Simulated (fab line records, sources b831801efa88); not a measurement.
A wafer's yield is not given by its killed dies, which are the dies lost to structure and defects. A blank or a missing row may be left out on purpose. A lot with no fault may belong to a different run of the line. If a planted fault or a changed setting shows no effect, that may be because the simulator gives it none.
Check of tool commonality	flow sky130	Sample size 12 lots and 36 wafers

REASON IT WAS OPENED
4 of 12 lots carry a flag on the reading VT_ADJUST_NCORE_OVL at SKY_VT_ADJUST_NCORE_OVL_MEAS_08. Wafers without a fault read 0.8 nm, standard deviation 1.4.
Rule: a lot is flagged in two cases, either no wafer of it has a number, or all its wafers with numbers fall more than 4 standard deviations from that mean. All remaining lots are regarded as sound.

lot	measured	on	VT_ADJUST_NCORE_OVL (nm), wafer by wafer	flag
L520	day 8 15:41	overlay-01	-2.4 -1.4 -0.5	
L521	day 9 00:02	overlay-01	-1.3 -2.5 1.0	
L522	day 9 03:56	overlay-01	0.0 2.4 -0.6	
L524	day 9 12:20	overlay-02	-1.0 -0.4 -0.5	
L525	day 10 00:27	overlay-02	1.9 1.6 -0.9	
L527	day 10 10:44	overlay-01	0.4 -1.1 1.2	
L528	day 10 21:23	overlay-01	2.5 0.4 -0.6	
L529	day 11 05:42	overlay-02	236.1 236.5 236.1	FLAGGED
L530	day 11 10:29	overlay-02	237.5 235.4 235.1	FLAGGED
L531	day 11 19:56	overlay-01	237.1 234.8 237.6	FLAGGED
L532	day 11 23:08	overlay-02	235.4 232.5 233.9	FLAGGED
L538	day 13 15:10	overlay-02	-0.7 0.8 -0.8	
On average the flagged lots read 235.7 nm, which is +234.9 nm against the usual, or +99 or more standard deviations.

WHICH TOOL RAN EACH LOT
3 process steps preceding the reading are held in the record, out of 708 steps in the route. In each cell: the tool, then ch and the chambers that the sampled wafers went through, then the start.
lot	flag	SKY_FIELD_ISO_ETCH_17	SKY_VT_ADJUST_LVTN_STRIP_09	SKY_VT_ADJUST_NCORE_EXPOSE_04
L520		rie_si-01 ch 1,2,3, day 2 05:51	plasma_asher-03 ch 0,1, day 6 23:27	iline_stepper-02 ch 0, day 8 05:51
L521		rie_si-01 ch 0,2,3, day 2 12:45	plasma_asher-03 ch 0,1, day 7 07:24	iline_stepper-01 ch 0, day 8 14:05
L522		rie_si-02 ch 0,2,3, day 2 16:35	plasma_asher-03 ch 0,1, day 7 11:54	iline_stepper-01 ch 0, day 8 18:14
L524		rie_si-01 ch 1,2, day 3 02:00	plasma_asher-03 ch 0,1, day 7 20:12	iline_stepper-01 ch 0, day 9 02:38
L525		rie_si-02 ch 0,3, day 3 06:56	plasma_asher-04 ch 0,1, day 8 07:06	iline_stepper-02 ch 0, day 9 13:12
L527		rie_si-01 ch 1,2,3, day 3 17:02	plasma_asher-04 ch 1, day 8 16:30	iline_stepper-01 ch 0, day 10 00:02
L528		rie_si-01 ch 0,1,3, day 3 22:44	plasma_asher-03 ch 0,1, day 9 01:21	iline_stepper-02 ch 0, day 10 09:54
L529	FLAGGED	rie_si-01 ch 0,1,2, day 4 06:10	plasma_asher-03 ch 0,1, day 9 08:12	iline_stepper-01 ch 0, day 10 17:50
L530	FLAGGED	rie_si-01 ch 1,2,3, day 4 11:35	plasma_asher-03 ch 0,1, day 9 12:46	iline_stepper-01 ch 0, day 10 23:32
L531	FLAGGED	rie_si-02 ch 0,1,2, day 4 16:59	plasma_asher-04 ch 0,1, day 9 22:48	iline_stepper-01 ch 0, day 11 08:47
L532	FLAGGED	rie_si-01 ch 1,3, day 4 21:57	plasma_asher-04 ch 0,1, day 10 01:55	iline_stepper-01 ch 0, day 11 10:59
L538		rie_si-02 ch 0,2,3, day 6 03:05	plasma_asher-03 ch 0,1, day 11 14:04	iline_stepper-02 ch 0, day 13 02:11
What these steps do:
- SKY_FIELD_ISO_ETCH_17: etches Si in HBr/Cl2/O2, target depth 342 nm, time 97.7 s.
- SKY_VT_ADJUST_LVTN_STRIP_09: strips in O2/N2.
- SKY_VT_ADJUST_NCORE_EXPOSE_04: exposes mask LVTN COMPLEMENT THIN, target cd 380 nm.
- SKY_VT_ADJUST_NCORE_OVL_MEAS_08

FLAGGED OVER TOTAL, TOOL BY TOOL (the gauges that took the reading come last)
step	tool	lots run	flagged	share of the flagged lots	sound lots run after its first flagged lot
SKY_FIELD_ISO_ETCH_17	rie_si-01	8	3	some	0
SKY_FIELD_ISO_ETCH_17	rie_si-02	4	1	some	1 (L538)
SKY_VT_ADJUST_LVTN_STRIP_09	plasma_asher-03	8	2	some	1 (L538)
SKY_VT_ADJUST_LVTN_STRIP_09	plasma_asher-04	4	2	some	0
SKY_VT_ADJUST_NCORE_EXPOSE_04	iline_stepper-01	8	4	all	0
SKY_VT_ADJUST_NCORE_EXPOSE_04	iline_stepper-02	4	0	none	-
SKY_VT_ADJUST_NCORE_OVL_MEAS_08	overlay-01	6	1	some	0
SKY_VT_ADJUST_NCORE_OVL_MEAS_08	overlay-02	6	3	some	1 (L538)

WHAT THE TABLE ALLOWS
1 row of the table ran every flagged lot: iline_stepper-01 at SKY_VT_ADJUST_NCORE_EXPOSE_04.
- iline_stepper-01 at SKY_VT_ADJUST_NCORE_EXPOSE_04: 4 of its 8 lots flagged. A fault beginning between L527 (day 10 00:02), its last sound lot, and L529 (day 10 17:50), its first flagged one, fits the data.
iline_stepper-01 at SKY_VT_ADJUST_NCORE_EXPOSE_04 is the single tool remaining.

WHAT THE SIMULATOR PUT IN
Scanner matching overlay: iline_stepper-01, from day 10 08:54 on, at SKY_VT_ADJUST_NCORE_EXPOSE_04. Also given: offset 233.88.
Struck lots among those shown: L529, L530, L531, L532. The rule given above showed the same thing.
